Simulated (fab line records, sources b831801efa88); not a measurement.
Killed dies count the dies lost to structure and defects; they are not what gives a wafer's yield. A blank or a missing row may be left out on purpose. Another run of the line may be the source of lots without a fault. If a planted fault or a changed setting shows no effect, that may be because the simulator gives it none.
The tool behind it: which one? / flow sfqLine / Sampling: 14 lots, 42 wafers, 7 of 325 route steps

WHAT THE GAUGES READ, wafer by wafer
SFQ_L0_RS_MEAS_901: measurement is done with a four-point probe.
lot=L103; measured=day 1 12:34; on=filmMetro-01; L0_MONX_KI_RS (ohm/sq)=43.5 43.1 42.8
lot=L104; measured=day 1 17:34; on=filmMetro-01; L0_MONX_KI_RS (ohm/sq)=42.9 43.1 43.2
lot=L106; measured=day 2 03:34; on=filmMetro-03; L0_MONX_KI_RS (ohm/sq)=43.2 43.2 43.1
lot=L107; measured=day 2 08:34; on=filmMetro-02; L0_MONX_KI_RS (ohm/sq)=43.7 44.0 44.0
lot=L108; measured=day 2 13:34; on=filmMetro-03; L0_MONX_KI_RS (ohm/sq)=42.5 42.7 42.4
lot=L109; measured=day 2 18:36; on=filmMetro-03; L0_MONX_KI_RS (ohm/sq)=43.6 43.5 43.6
lot=L113; measured=day 3 14:35; on=filmMetro-03; L0_MONX_KI_RS (ohm/sq)=33.8 33.7 33.7
lot=L115; measured=day 4 00:34; on=filmMetro-02; L0_MONX_KI_RS (ohm/sq)=33.5 33.6 33.4
lot=L119; measured=day 4 20:34; on=filmMetro-01; L0_MONX_KI_RS (ohm/sq)=43.8 43.4 43.9
lot=L120; measured=day 5 01:34; on=filmMetro-01; L0_MONX_KI_RS (ohm/sq)=43.7 43.3 43.4
lot=L121; measured=day 5 06:34; on=filmMetro-02; L0_MONX_KI_RS (ohm/sq)=43.7 43.2 43.6
lot=L123; measured=day 5 16:36; on=filmMetro-01; L0_MONX_KI_RS (ohm/sq)=43.6 43.4 43.2
lot=L125; measured=day 6 02:37; on=filmMetro-03; L0_MONX_KI_RS (ohm/sq)=42.7 43.2 43.6
lot=L126; measured=day 6 07:35; on=filmMetro-01; L0_MONX_KI_RS (ohm/sq)=43.5 43.8 43.5

SFQ_L0_THK_MEAS_902: measures by xrf.
lot=L103; measured=day 1 12:41; on=filmMetro-01; L0_MONX_KI_THK (nm)=39.6 39.8 39.7
lot=L104; measured=day 1 17:41; on=filmMetro-01; L0_MONX_KI_THK (nm)=40.0 40.2 39.9
lot=L106; measured=day 2 03:41; on=filmMetro-03; L0_MONX_KI_THK (nm)=39.8 39.8 39.8
lot=L107; measured=day 2 08:41; on=filmMetro-02; L0_MONX_KI_THK (nm)=39.5 39.2 39.7
lot=L108; measured=day 2 13:41; on=filmMetro-03; L0_MONX_KI_THK (nm)=40.5 40.2 40.4
lot=L109; measured=day 2 18:42; on=filmMetro-03; L0_MONX_KI_THK (nm)=39.4 39.7 39.2
lot=L113; measured=day 3 14:41; on=filmMetro-03; L0_MONX_KI_THK (nm)=50.8 51.0 51.0
lot=L115; measured=day 4 00:41; on=filmMetro-02; L0_MONX_KI_THK (nm)=52.1 51.8 52.2
lot=L119; measured=day 4 20:41; on=filmMetro-01; L0_MONX_KI_THK (nm)=39.2 39.0 39.1
lot=L120; measured=day 5 01:41; on=filmMetro-01; L0_MONX_KI_THK (nm)=39.9 39.6 39.7
lot=L121; measured=day 5 06:41; on=filmMetro-02; L0_MONX_KI_THK (nm)=39.7 40.1 39.6
lot=L123; measured=day 5 16:42; on=filmMetro-01; L0_MONX_KI_THK (nm)=39.7 39.6 39.8
lot=L125; measured=day 6 02:43; on=filmMetro-03; L0_MONX_KI_THK (nm)=40.1 39.5 39.2
lot=L126; measured=day 6 07:41; on=filmMetro-01; L0_MONX_KI_THK (nm)=39.6 39.1 39.6

SFQ_I4_BOW_MEAS_927.
lot=L103; measured=day 44 14:50; on=filmMetro-02; I4_BOW (um)=-7 -2 -6
lot=L104; measured=day 44 17:50; on=filmMetro-02; I4_BOW (um)=-3 3 -2
lot=L106; measured=day 51 16:33; on=filmMetro-03; I4_BOW (um)=-2 0 5
lot=L107; measured=day 51 20:19; on=filmMetro-03; I4_BOW (um)=10 -5 10
lot=L108; measured=day 52 10:38; on=filmMetro-03; I4_BOW (um)=-2 -8 7
lot=L109; measured=day 52 16:52; on=filmMetro-04; I4_BOW (um)=7 8 5
lot=L113; measured=day 59 12:10; on=filmMetro-02; I4_BOW (um)=16 28 22
lot=L115; measured=day 60 02:52; on=filmMetro-02; I4_BOW (um)=-7 -9 -19
lot=L119; measured=day 61 23:00; on=filmMetro-03; I4_BOW (um)=11 -2 9
lot=L120; measured=day 62 11:44; on=filmMetro-04; I4_BOW (um)=-6 -17 -11
lot=L121; measured=day 63 00:16; on=filmMetro-03; I4_BOW (um)=14 29 18
lot=L123; measured=day 63 17:02; on=filmMetro-02; I4_BOW (um)=14 24 13
lot=L125; measured=day 64 05:04; on=filmMetro-04; I4_BOW (um)=-11 -5 -7
lot=L126; measured=day 64 11:01; on=filmMetro-04; I4_BOW (um)=-7 -15 1

WHAT TOOL EACH LOT RAN ON (gives the tool, then ch and the chambers of the sampled wafers, and finally the start)
lot=L103; SFQ_TRILAYER_L0_DEP_SPUTTER_003=pvdSputter-04, day 1 12:29; SFQ_TRILAYER_L0_BARC_OPEN_METAL_ETCH_010=rieMetal-04 ch 0,1, day 4 14:02; SFQ_TRILAYER_L0_ETCH_METAL_ETCH_008=rieMetal-04 ch 0,1, day 4 14:05; SFQ_TRILAYER_I0_VIA_STRIP_STRIP_035=rieMetal-02 ch 1, day 17 16:17
lot=L104; SFQ_TRILAYER_L0_DEP_SPUTTER_003=pvdSputter-04, day 1 17:29; SFQ_TRILAYER_L0_BARC_OPEN_METAL_ETCH_010=rieMetal-04 ch 0,1, day 4 16:26; SFQ_TRILAYER_L0_ETCH_METAL_ETCH_008=rieMetal-04 ch 0,1, day 4 16:29; SFQ_TRILAYER_I0_VIA_STRIP_STRIP_035=rieMetal-02 ch 1, day 17 23:29
lot=L106; SFQ_TRILAYER_L0_DEP_SPUTTER_003=pvdSputter-06, day 2 03:29; SFQ_TRILAYER_L0_BARC_OPEN_METAL_ETCH_010=rieMetal-04 ch 0,1, day 5 02:02; SFQ_TRILAYER_L0_ETCH_METAL_ETCH_008=rieMetal-04 ch 0,1, day 5 02:05; SFQ_TRILAYER_I0_VIA_STRIP_STRIP_035=rieMetal-02 ch 0,1, day 19 00:49
lot=L107; SFQ_TRILAYER_L0_DEP_SPUTTER_003=pvdSputter-03, day 2 08:29; SFQ_TRILAYER_L0_BARC_OPEN_METAL_ETCH_010=rieMetal-02 ch 0,1, day 5 05:38; SFQ_TRILAYER_L0_ETCH_METAL_ETCH_008=rieMetal-02 ch 0,1, day 5 05:41; SFQ_TRILAYER_I0_VIA_STRIP_STRIP_035=rieMetal-02 ch 1, day 19 11:37
lot=L108; SFQ_TRILAYER_L0_DEP_SPUTTER_003=pvdSputter-04, day 2 13:29; SFQ_TRILAYER_L0_BARC_OPEN_METAL_ETCH_010=rieMetal-04 ch 0,1, day 5 12:50; SFQ_TRILAYER_L0_ETCH_METAL_ETCH_008=rieMetal-04 ch 0,1, day 5 12:53; SFQ_TRILAYER_I0_VIA_STRIP_STRIP_035=rieMetal-03 ch 1, day 20 09:04
lot=L109; SFQ_TRILAYER_L0_DEP_SPUTTER_003=pvdSputter-04, day 2 18:29; SFQ_TRILAYER_L0_BARC_OPEN_METAL_ETCH_010=rieMetal-02 ch 0,1, day 5 21:15; SFQ_TRILAYER_L0_ETCH_METAL_ETCH_008=rieMetal-02 ch 0,1, day 5 21:18; SFQ_TRILAYER_I0_VIA_STRIP_STRIP_035=rieMetal-02 ch 0,1, day 20 19:55
lot=L113; SFQ_TRILAYER_L0_DEP_SPUTTER_003=pvdSputter-04, day 3 14:29; SFQ_TRILAYER_L0_BARC_OPEN_METAL_ETCH_010=rieMetal-02 ch 0,1, day 6 22:47; SFQ_TRILAYER_L0_ETCH_METAL_ETCH_008=rieMetal-02 ch 0,1, day 6 22:50; SFQ_TRILAYER_I0_VIA_STRIP_STRIP_035=rieMetal-03 ch 0,1, day 22 10:31
lot=L115; SFQ_TRILAYER_L0_DEP_SPUTTER_003=pvdSputter-04, day 4 00:29; SFQ_TRILAYER_L0_BARC_OPEN_METAL_ETCH_010=rieMetal-04 ch 0,1, day 7 09:49; SFQ_TRILAYER_L0_ETCH_METAL_ETCH_008=rieMetal-04 ch 0,1, day 7 09:53; SFQ_TRILAYER_I0_VIA_STRIP_STRIP_035=rieMetal-03 ch 0,1, day 23 02:07
lot=L119; SFQ_TRILAYER_L0_DEP_SPUTTER_003=pvdSputter-03, day 4 20:29; SFQ_TRILAYER_L0_BARC_OPEN_METAL_ETCH_010=rieMetal-01 ch 0,1, day 8 15:44; SFQ_TRILAYER_L0_ETCH_METAL_ETCH_008=rieMetal-01 ch 0,1, day 8 15:47; SFQ_TRILAYER_I0_VIA_STRIP_STRIP_035=rieMetal-02 ch 0,1, day 24 18:04
lot=L120; SFQ_TRILAYER_L0_DEP_SPUTTER_003=pvdSputter-06, day 5 01:29; SFQ_TRILAYER_L0_BARC_OPEN_METAL_ETCH_010=rieMetal-01 ch 0,1, day 8 21:44; SFQ_TRILAYER_L0_ETCH_METAL_ETCH_008=rieMetal-01 ch 0,1, day 8 21:47; SFQ_TRILAYER_I0_VIA_STRIP_STRIP_035=rieMetal-02 ch 0,1, day 25 03:44
lot=L121; SFQ_TRILAYER_L0_DEP_SPUTTER_003=pvdSputter-06, day 5 06:29; SFQ_TRILAYER_L0_BARC_OPEN_METAL_ETCH_010=rieMetal-02 ch 0,1, day 9 04:56; SFQ_TRILAYER_L0_ETCH_METAL_ETCH_008=rieMetal-02 ch 0,1, day 9 04:59; SFQ_TRILAYER_I0_VIA_STRIP_STRIP_035=rieMetal-01 ch 0,1, day 25 19:23
lot=L123; SFQ_TRILAYER_L0_DEP_SPUTTER_003=pvdSputter-03, day 5 16:29; SFQ_TRILAYER_L0_BARC_OPEN_METAL_ETCH_010=rieMetal-02 ch 0,1, day 9 16:05; SFQ_TRILAYER_L0_ETCH_METAL_ETCH_008=rieMetal-02 ch 0,1, day 9 16:08; SFQ_TRILAYER_I0_VIA_STRIP_STRIP_035=rieMetal-03 ch 0,1, day 26 22:48
lot=L125; SFQ_TRILAYER_L0_DEP_SPUTTER_003=pvdSputter-03, day 6 02:29; SFQ_TRILAYER_L0_BARC_OPEN_METAL_ETCH_010=rieMetal-02 ch 0,1, day 10 00:41; SFQ_TRILAYER_L0_ETCH_METAL_ETCH_008=rieMetal-02 ch 0,1, day 10 00:44; SFQ_TRILAYER_I0_VIA_STRIP_STRIP_035=rieMetal-01 ch 0,1, day 27 13:12
lot=L126; SFQ_TRILAYER_L0_DEP_SPUTTER_003=pvdSputter-06, day 6 07:29; SFQ_TRILAYER_L0_BARC_OPEN_METAL_ETCH_010=rieMetal-02 ch 0,1, day 10 04:16; SFQ_TRILAYER_L0_ETCH_METAL_ETCH_008=rieMetal-02 ch 0,1, day 10 04:19; SFQ_TRILAYER_I0_VIA_STRIP_STRIP_035=rieMetal-03 ch 0,1, day 27 19:00
- SFQ_TRILAYER_L0_DEP_SPUTTER_003: material MoNx KI, target thk 40 nm, time 100 s.
- SFQ_TRILAYER_L0_BARC_OPEN_METAL_ETCH_010: etches BARC in O2, target depth 125 nm, time 41.7 s.
- SFQ_TRILAYER_L0_ETCH_METAL_ETCH_008: etches MoNx KI in SF6/O2, stops on SiO2, target depth 50 nm, time 25 s.
- SFQ_TRILAYER_I0_VIA_STRIP_STRIP_035: strips in O2.

AS READ BY THE TOOLS THEMSELVES (means over the sampled wafers that have a number; for cases with no such wafer, the mark the record gives instead)
SFQ_TRILAYER_L0_DEP_SPUTTER_003.
lot=L103; tool=pvdSputter-04; cathodeDcPowerW (W)=799.97; throttleValvePct (%)=29.6
lot=L104; tool=pvdSputter-04; cathodeDcPowerW (W)=800.15; throttleValvePct (%)=29.9
lot=L106; tool=pvdSputter-06; cathodeDcPowerW (W)=799.82; throttleValvePct (%)=29.9
lot=L107; tool=pvdSputter-03; cathodeDcPowerW (W)=799.96; throttleValvePct (%)=29.8
lot=L108; tool=pvdSputter-04; cathodeDcPowerW (W)=799.94; throttleValvePct (%)=29.6
lot=L109; tool=pvdSputter-04; cathodeDcPowerW (W)=799.97; throttleValvePct (%)=30.0
lot=L113; tool=pvdSputter-04; cathodeDcPowerW (W)=1043.10; throttleValvePct (%)=29.3
lot=L115; tool=pvdSputter-04; cathodeDcPowerW (W)=1043.07; throttleValvePct (%)=30.2
lot=L119; tool=pvdSputter-03; cathodeDcPowerW (W)=799.87; throttleValvePct (%)=29.7
lot=L120; tool=pvdSputter-06; cathodeDcPowerW (W)=800.16; throttleValvePct (%)=28.8
lot=L121; tool=pvdSputter-06; cathodeDcPowerW (W)=799.96; throttleValvePct (%)=29.2
lot=L123; tool=pvdSputter-03; cathodeDcPowerW (W)=800.05; throttleValvePct (%)=30.0
lot=L125; tool=pvdSputter-03; cathodeDcPowerW (W)=799.82; throttleValvePct (%)=29.4
lot=L126; tool=pvdSputter-06; cathodeDcPowerW (W)=800.07; throttleValvePct (%)=30.0

SFQ_TRILAYER_L0_BARC_OPEN_METAL_ETCH_010.
lot=L103; tool=rieMetal-04; drypumpMotorCurrentA (A)=5.9; oesProductAu (a.u.)=0.686
lot=L104; tool=rieMetal-04; drypumpMotorCurrentA (A)=6.1; oesProductAu (a.u.)=0.686
lot=L106; tool=rieMetal-04; drypumpMotorCurrentA (A)=6.2; oesProductAu (a.u.)=0.685
lot=L107; tool=rieMetal-02; drypumpMotorCurrentA (A)=5.6; oesProductAu (a.u.)=0.682
lot=L108; tool=rieMetal-04; drypumpMotorCurrentA (A)=6.1; oesProductAu (a.u.)=0.683
lot=L109; tool=rieMetal-02; drypumpMotorCurrentA (A)=5.8; oesProductAu (a.u.)=0.688
lot=L113; tool=rieMetal-02; drypumpMotorCurrentA (A)=5.6; oesProductAu (a.u.)=0.681
lot=L115; tool=rieMetal-04; drypumpMotorCurrentA (A)=5.9; oesProductAu (a.u.)=0.688
lot=L119; tool=rieMetal-01; drypumpMotorCurrentA (A)=5.8; oesProductAu (a.u.)=0.681
lot=L120; tool=rieMetal-01; drypumpMotorCurrentA (A)=5.8; oesProductAu (a.u.)=0.684
lot=L121; tool=rieMetal-02; drypumpMotorCurrentA (A)=5.8; oesProductAu (a.u.)=0.685
lot=L123; tool=rieMetal-02; drypumpMotorCurrentA (A)=5.8; oesProductAu (a.u.)=0.684
lot=L125; tool=rieMetal-02; drypumpMotorCurrentA (A)=5.7; oesProductAu (a.u.)=0.685
lot=L126; tool=rieMetal-02; drypumpMotorCurrentA (A)=5.7; oesProductAu (a.u.)=0.683

SFQ_TRILAYER_L0_ETCH_METAL_ETCH_008.
lot=L103; tool=rieMetal-04; drypumpMotorCurrentA (A)=5.91; oesProductAu (a.u.)=0.876
lot=L104; tool=rieMetal-04; drypumpMotorCurrentA (A)=6.16; oesProductAu (a.u.)=0.880
lot=L106; tool=rieMetal-04; drypumpMotorCurrentA (A)=6.15; oesProductAu (a.u.)=0.881
lot=L107; tool=rieMetal-02; drypumpMotorCurrentA (A)=5.64; oesProductAu (a.u.)=0.874
lot=L108; tool=rieMetal-04; drypumpMotorCurrentA (A)=6.14; oesProductAu (a.u.)=0.881
lot=L109; tool=rieMetal-02; drypumpMotorCurrentA (A)=5.82; oesProductAu (a.u.)=0.869
lot=L113; tool=rieMetal-02; drypumpMotorCurrentA (A)=5.66; oesProductAu (a.u.)=0.993
lot=L115; tool=rieMetal-04; drypumpMotorCurrentA (A)=5.89; oesProductAu (a.u.)=0.989
lot=L119; tool=rieMetal-01; drypumpMotorCurrentA (A)=5.79; oesProductAu (a.u.)=0.865
lot=L120; tool=rieMetal-01; drypumpMotorCurrentA (A)=5.78; oesProductAu (a.u.)=0.878
lot=L121; tool=rieMetal-02; drypumpMotorCurrentA (A)=5.82; oesProductAu (a.u.)=0.876
lot=L123; tool=rieMetal-02; drypumpMotorCurrentA (A)=5.82; oesProductAu (a.u.)=0.874
lot=L125; tool=rieMetal-02; drypumpMotorCurrentA (A)=5.65; oesProductAu (a.u.)=0.880
lot=L126; tool=rieMetal-02; drypumpMotorCurrentA (A)=5.64; oesProductAu (a.u.)=0.873

SFQ_TRILAYER_I0_VIA_STRIP_STRIP_035.
lot=L103; tool=rieMetal-02; drypumpMotorCurrentA (A)=5.99; oesProductAu (a.u.)=1.001
lot=L104; tool=rieMetal-02; drypumpMotorCurrentA (A)=5.99; oesProductAu (a.u.)=1.001
lot=L106; tool=rieMetal-02; drypumpMotorCurrentA (A)=5.64; oesProductAu (a.u.)=0.997
lot=L107; tool=rieMetal-02; drypumpMotorCurrentA (A)=5.98; oesProductAu (a.u.)=0.987
lot=L108; tool=rieMetal-03; drypumpMotorCurrentA (A)=5.82; oesProductAu (a.u.)=1.002
lot=L109; tool=rieMetal-02; drypumpMotorCurrentA (A)=5.64; oesProductAu (a.u.)=1.001
lot=L113; tool=rieMetal-03; drypumpMotorCurrentA (A)=6.15; oesProductAu (a.u.)=1.001
lot=L115; tool=rieMetal-03; drypumpMotorCurrentA (A)=6.16; oesProductAu (a.u.)=1.000
lot=L119; tool=rieMetal-02; drypumpMotorCurrentA (A)=5.81; oesProductAu (a.u.)=0.996
lot=L120; tool=rieMetal-02; drypumpMotorCurrentA (A)=5.64; oesProductAu (a.u.)=0.995
lot=L121; tool=rieMetal-01; drypumpMotorCurrentA (A)=5.70; oesProductAu (a.u.)=1.015
lot=L123; tool=rieMetal-03; drypumpMotorCurrentA (A)=5.99; oesProductAu (a.u.)=0.988
lot=L125; tool=rieMetal-01; drypumpMotorCurrentA (A)=5.70; oesProductAu (a.u.)=1.009
lot=L126; tool=rieMetal-03; drypumpMotorCurrentA (A)=5.98; oesProductAu (a.u.)=0.992

THE ANSWER, worked out from the rows above alone
Rule: what is usual is taken from the lots themselves. The widest of any qualifying gaps counts: lots, ordered by their means at a reading, are off when they make up no more than a third of the lots, leave a main group of 4 or more, and stand apart from it by 3 or more times the standard deviation of that group's means. The tables above print the reading to a certain number of digits; a main group whose means all agree to those digits is not used. Also off: a lot with no number at a reading for which 4 or more lots have one. Any other lot the step has rows for is counted as sound. First the gauges in route order, then the tools' own readings, where a lot's mean is used as printed above. At the first step where some lot is off, the reading lying furthest off is the one used; lots without a number count as furthest.
Off: L113, L115, seen at SFQ_L0_RS_MEAS_901 (L0_MONX_KI_RS). Mean 43.4 ohm/sq and standard deviation 0.35 in the main group.
A tool fits if, at a process step before that reading, it ran every lot that is off, and no sound lot after the first of them. The gauges at SFQ_L0_RS_MEAS_901 aren't tried: what is off there is off at SFQ_TRILAYER_L0_DEP_SPUTTER_003 too, on other tools, and a gauge's error can't cause that. One fits: pvdSputter-04 at SFQ_TRILAYER_L0_DEP_SPUTTER_003. A fault onset in the window from L109 (day 2 18:29, its last sound lot) to L113 (day 3 14:29, its first lot off) fits.
On the lots that are off, the tool's own readings at SFQ_TRILAYER_L0_DEP_SPUTTER_003 differ by more than 5 times the standard deviation of the sound lots' means, which bears it out; cathodeDcPowerW reads 1043.09 W there versus 799.98 W on the sound lots.

WHAT WAS PUT IN BY THE SIMULATOR
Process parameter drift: pvdSputter-04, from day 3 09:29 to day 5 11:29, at SFQ_TRILAYER_L0_DEP_SPUTTER_003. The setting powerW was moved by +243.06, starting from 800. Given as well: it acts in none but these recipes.
Shown lots that were struck: L113, L115. The rule above reached the same finding.
